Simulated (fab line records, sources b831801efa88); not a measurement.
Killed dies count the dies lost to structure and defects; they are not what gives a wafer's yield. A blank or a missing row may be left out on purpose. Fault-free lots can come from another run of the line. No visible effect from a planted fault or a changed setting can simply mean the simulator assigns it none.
fab line records	flow sky130
[record] lots = 13	wafers = 39	last-day = 50
route steps=708 shown FIELD_ISO@3 LI_CONTACT@386
lots untouched by any fault: they come from a run of this same line in which no faults occurred
start-h: hours from the record's first day to the start of the lot's first wafer shown	wait-h: hours since the lot's step before	" as in the row above	L1.1+2: one row covering several wafers at once	- no value present, or no start provided	* or withheld: withheld	< > ~ a bound
route shown NAME@n: NAME is a module with steps in the file, n the number in the route of the first one	usual: the fault-free wafers' mean and standard deviation	same: alike in all rows	chamber/n: place in a boat	sites: each site's reading	_std_site: how widely they spread, as a standard deviation	_edge_site: inner sites' mean taken away from outer sites' mean	radius-mm: how far each site lies from the wafer's centre	mask NAME#n: copy n	behind: tool/chamber where the wafer was last shaped	hold: why the lot was held/for how many hours/how that ended	device: the transistor (n, p or np) that didn't switch	end of line: tests of these same wafers at the route's end	for a step that has no rows: nothing shown but its recipe	killed: not the wafer's yield, but the dies lost to structure and defects at the first sort	map: per-die view of a wafer (x killed, . not killed, _ where there is no die)
set.NAME: the setting the step ran with; set.NAME@STEP: the setting that earlier step ran with	model.NAME: the simulator's own value behind a step, which no gauge read
steps of the route over a sample of lots; a table a step, a row a wafer
services: a tool's chamber out of use, with start hour (start-h, from the record's first day; less than 0 if before it), hours out, and reason
[[steps]]
[step SKY_FIELD_ISO_THK_MEAS_02]
[recipe] reads = SiO2_of_FIELD_ISO_OXIDATION_01
[usual] FIELD_ISO_OXIDATION_00_THK = 11.90/0.2
lot.wafer	tool	chamber	start-h	wait-h	FIELD_ISO_OXIDATION_00_THK[nm]
L117.1	film-metro-03	-	11.63	0.0	11.72
L117.3	"	-	"	"	11.80
L117.6	"	-	"	"	11.68
L118.2	film-metro-04	-	16.64	0.0	11.90
L118.5	"	-	"	"	11.93
L118.6	"	-	"	"	12.11
L119.2	film-metro-04	-	22.48	0.0	11.95
L119.3	"	-	"	"	12.06
L119.4	"	-	"	"	11.82
L120.3	film-metro-03	-	27.73	0.0	12.12
L120.5	"	-	"	"	11.86
L120.6	"	-	"	"	12.11
L121.2	film-metro-03	-	32.33	0.0	11.51
L121.3	"	-	"	"	11.44
L121.6	"	-	"	"	11.61
L129.1	film-metro-03	-	73.16	0.0	12.35
L129.3	"	-	"	"	12.46
L129.5	"	-	"	"	12.22
L130.1	film-metro-03	-	77.32	0.0	12.05
L130.4	"	-	"	"	11.92
L130.5	"	-	"	"	11.98
L131.1	film-metro-02	-	81.63	0.0	12.05
L131.2	"	-	"	"	12.02
L131.6	"	-	"	"	11.98
L132.1	film-metro-04	-	87.16	0.0	11.48
L132.2	"	-	"	"	11.81
L132.5	"	-	"	"	11.66
L136.3	film-metro-03	-	107.48	0.0	11.82
L136.4	"	-	"	"	11.98
L136.6	"	-	"	"	11.73
L138.2	film-metro-03	-	117.51	0.0	11.83
L138.4	"	-	"	"	11.71
L138.6	"	-	"	"	11.88
L139.1	film-metro-02	-	124.31	0.0	11.76
L139.4	"	-	"	"	11.78
L139.6	"	-	"	"	11.87
L140.1	film-metro-02	-	128.62	0.0	12.12
L140.2	"	-	"	"	12.15
L140.6	"	-	"	"	11.96
[step SKY_FIELD_ISO_COAT_08]
[recipe] resist = KrF-thick	spin-rpm = 3000	resist-thk-nm = 450
[usual] chill-plate-temp-C = 23.02/0.12	resist-line-temp-C = 22.96/0.095	spin-speed-rpm = 2999.9/1.7
lot.wafer	tool	chamber	start-h	wait-h	chill-plate-temp-C	resist-line-temp-C	spin-speed-rpm
L117.1	litho-track-03	0	21	-	23.20	22.90	3000.7
L117.3	"	0	"	"	23.12	23.07	3002.3
L117.6	"	0	"	"	23.00	22.97	3000.9
L118.2	litho-track-03	0	25	-	22.97	22.88	3001.9
L118.5	"	0	"	"	22.80	22.88	3001.0
L118.6	"	0	"	"	22.96	22.69	3003.6
L119.2	litho-track-04	0	31	-	23.18	22.80	3002.4
L119.3	"	0	"	"	23.32	23.02	2999.6
L119.4	"	0	"	"	23.01	22.95	2998.8
L120.3	litho-track-03	0	37	-	22.95	22.86	3002.0
L120.5	"	0	"	"	22.90	23.00	3001.4
L120.6	"	0	"	"	22.81	23.03	3002.1
L121.2	litho-track-03	0	41	-	23.00	23.08	3000.3
L121.3	"	0	"	"	22.86	23.04	3001.1
L121.6	"	0	"	"	23.04	23.00	2999.2
L129.1	litho-track-04	0	83	-	23.06	22.97	3058.9
L129.3	"	0	"	"	23.03	22.99	3056.6
L129.5	"	0	84	-	23.03	23.13	3056.4
L130.1	litho-track-03	0	88	-	23.13	22.81	2999.5
L130.4	"	0	"	"	23.12	22.89	2998.7
L130.5	"	0	"	"	22.99	22.87	2998.4
L131.1	litho-track-04	0	93	-	23.06	23.17	3059.8
L131.2	"	0	"	"	23.15	23.07	3057.8
L131.6	"	0	"	"	23.10	22.93	3058.2
L132.1	litho-track-03	0	97	-	22.91	22.89	2999.1
L132.2	"	0	"	"	23.09	23.00	2998.9
L132.5	"	0	"	"	23.18	22.97	3001.3
L136.3	litho-track-02	0	118	-	23.06	23.00	2996.5
L136.4	"	0	"	"	23.19	23.04	2999.6
L136.6	"	0	"	"	23.23	23.20	2999.7
L138.2	litho-track-02	0	128	-	22.94	22.97	2997.8
L138.4	"	0	129	-	22.84	22.84	2999.8
L138.6	"	0	"	"	22.88	22.95	3000.9
L139.1	litho-track-03	0	135	-	23.15	22.92	3000.3
L139.4	"	0	"	"	22.99	23.11	3001.7
L139.6	"	0	"	"	22.98	23.04	3001.3
L140.1	litho-track-02	0	140	-	22.59	23.05	2999.6
L140.2	"	0	"	"	22.93	22.91	3001.7
L140.6	"	0	141	-	22.95	22.97	2998.4
[step SKY_FIELD_ISO_THK_MEAS_25]
[recipe] reads = SiO2_of_FIELD_ISO_CVD_24
[usual] FIELD_ISO_CVD_24_THK = 594/6.2
lot.wafer	tool	chamber	start-h	wait-h	FIELD_ISO_CVD_24_THK[nm]
L117.1	film-metro-02	-	31.30	0.0	592
L117.3	"	-	"	"	599
L117.6	"	-	"	"	592
L118.2	film-metro-04	-	36.62	0.0	603
L118.5	"	-	"	"	595
L118.6	"	-	"	"	594
L119.2	film-metro-04	-	41.41	0.0	590
L119.3	"	-	"	"	603
L119.4	"	-	"	"	588
L120.3	film-metro-02	-	48.28	0.1	593
L120.5	"	-	"	"	593
L120.6	"	-	"	"	591
L121.2	film-metro-02	-	52.86	0.0	596
L121.3	"	-	"	"	593
L121.6	"	-	"	"	606
L129.1	film-metro-02	-	95.39	0.0	588
L129.3	"	-	"	"	586
L129.5	"	-	"	"	591
L130.1	film-metro-04	-	100.40	0.0	588
L130.4	"	-	"	"	592
L130.5	"	-	"	"	590
L131.1	film-metro-03	-	104.39	0.0	602
L131.2	"	-	"	"	595
L131.6	"	-	"	"	603
L132.1	film-metro-02	-	108.76	0.0	596
L132.2	"	-	"	"	598
L132.5	"	-	"	"	595
L136.3	film-metro-02	-	131.57	0.1	587
L136.4	"	-	"	"	592
L136.6	"	-	"	"	585
L138.2	film-metro-03	-	142.94	0.0	585
L138.4	"	-	"	"	583
L138.6	"	-	"	"	584
L139.1	film-metro-02	-	147.56	0.0	591
L139.4	"	-	"	"	587
L139.6	"	-	"	"	586
L140.1	film-metro-04	-	153.17	0.0	603
L140.2	"	-	"	"	593
L140.6	"	-	"	"	592
[step SKY_LI_CONTACT_CMP_24]
[recipe] stop-on = PSG	t-overpolish-s = 20	down-force-psi = 3.5	platen-rpm = 60	target-thk-nm = 0	pad-velocity-m-s = 0.94248
[usual] motor-current-A = 11.1/1.3	overpolish-run-s = 20.001/0.0093	time-to-endpoint-s = 98/3.3
lot.wafer	tool	chamber	start-h	wait-h	motor-current-A	overpolish-run-s	time-to-endpoint-s
L117.1	cmp-02	1	687.28	0.1	9.4	20.007	95
L117.3	"	2	"	"	9.0	20.013	101
L117.6	"	1	"	"	9.8	19.992	97
L118.2	cmp-01	1	688.65	0.2	11.0	20.006	97
L118.6	"	2	"	"	12.8	20.001	98
L118.5	"	3	"	"	12.0	19.993	98
L119.3	cmp-01	3	701.93	0.0	11.8	20.000	95
L119.2	"	1	"	"	11.0	20.007	97
L119.4	"	2	"	"	12.6	20.003	100
L120.3	cmp-02	3	705.80	0.1	11.2	20.001	100
L120.5	"	2	"	"	9.4	20.010	101
L120.6	"	3	"	"	11.5	19.983	98
L121.3	cmp-01	1	712.22	0.0	11.5	20.002	95
L121.2	"	2	"	"	12.3	20.003	96
L121.6	"	2	"	"	12.9	20.011	100
L129.3	cmp-01	0	780.09	0.1	12.3	20.007	93
L129.1	"	1	"	"	10.8	19.994	95
L129.5	"	0	"	"	11.9	20.012	96
L130.1	cmp-01	3	794.69	0.1	12.3	20.000	98
L130.4	"	1	"	"	11.4	19.993	99
L130.5	"	3	"	"	11.8	20.009	102
L131.2	cmp-01	2	795.79	0.0	12.1	20.003	103
L131.1	"	3	"	"	12.2	20.007	96
L131.6	"	3	"	"	12.3	20.000	93
L132.1	cmp-01	3	807.73	0.1	12.1	20.016	100
L132.2	"	2	"	"	13.0	20.005	102
L132.5	"	0	"	"	11.9	19.996	97
L136.4	cmp-01	2	830.10	0.1	12.4	20.001	97
L136.3	"	3	"	"	11.6	20.005	95
L136.6	"	1	"	"	11.2	19.997	94
L138.2	cmp-01	0	851.03	0.1	12.2	20.005	91
L138.4	"	2	"	"	13.0	19.986	95
L138.6	"	0	"	"	11.7	20.008	93
L139.1	cmp-01	2	858.89	0.1	12.7	20.015	99
L139.4	"	0	"	"	11.8	19.991	95
L139.6	"	3	"	"	11.9	19.996	96
L140.2	cmp-01	0	862.68	0.1	12.4	19.989	102
L140.1	"	1	"	"	10.7	20.016	99
L140.6	"	0	"	"	13.2	19.999	96
[[services]]
tool	chamber	start-h	hours	kind
cmp-01	-	0.05	0.6	repair
cmp-02	-	36.17	3.0	repair
cmp-01	-	64.00	4.0	pm
cmp-02	-	69.48	0.7	repair
cmp-01	-	95.30	4.1	pm
cmp-01	-	181.32	3.4	repair
cmp-01	-	311.83	1.0	repair
cmp-01	-	341.58	4.4	repair
cmp-01	-	404.00	4.0	pm
cmp-01	-	409.71	5.6	repair
cmp-01	-	441.68	1.0	repair
cmp-01	-	464.30	7.4	pm
cmp-01	-	474.55	4.0	pm
cmp-01	-	543.98	11.9	pm
cmp-01	-	595.85	2.5	repair
cmp-01	-	596.84	1.7	repair
cmp-01	-	641.40	0.8	repair
cmp-01	-	665.48	2.8	repair
cmp-01	-	684.87	1.6	repair
cmp-01	-	715.90	0.4	repair
cmp-01	-	744.00	4.0	pm
cmp-01	-	755.87	2.6	repair
cmp-01	-	828.66	0.9	repair
cmp-01	-	833.51	5.5	pm
[[key]]
[first-sign] step = SKY_FIELD_ISO_COAT_08	reading = spin-speed-rpm	direction = up	sigmas = 34	usual = 2999.9	struck = 3057.9
effect none on later readings
met-at SKY_FIELD_ISO_COAT_08
struck-lots L129,L131
tester-left-out L129,L131
not-acting-at SKY_FIELD_ISO_THK_MEAS_02,SKY_FIELD_ISO_THK_MEAS_25,SKY_LI_CONTACT_CMP_24
onset-between 31 83
[fault] kind = process-parameter-drift	tool = litho-track-04	chamber = -	onset-h = 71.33	steps = SKY_FIELD_ISO_COAT_08	channel = spin-rpm	offset = 58.341	shape = step	end-h = 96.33	acts-in = these-recipes-only	stated = 3000
// tester-left-out: of these lots the tester's yield and bins aren't shown, on N5 and GAA mostly nor the transistor test; their killed dies are dies lost to structure and defects alone, not to doping, threshold or leakage, so they don't give the yield
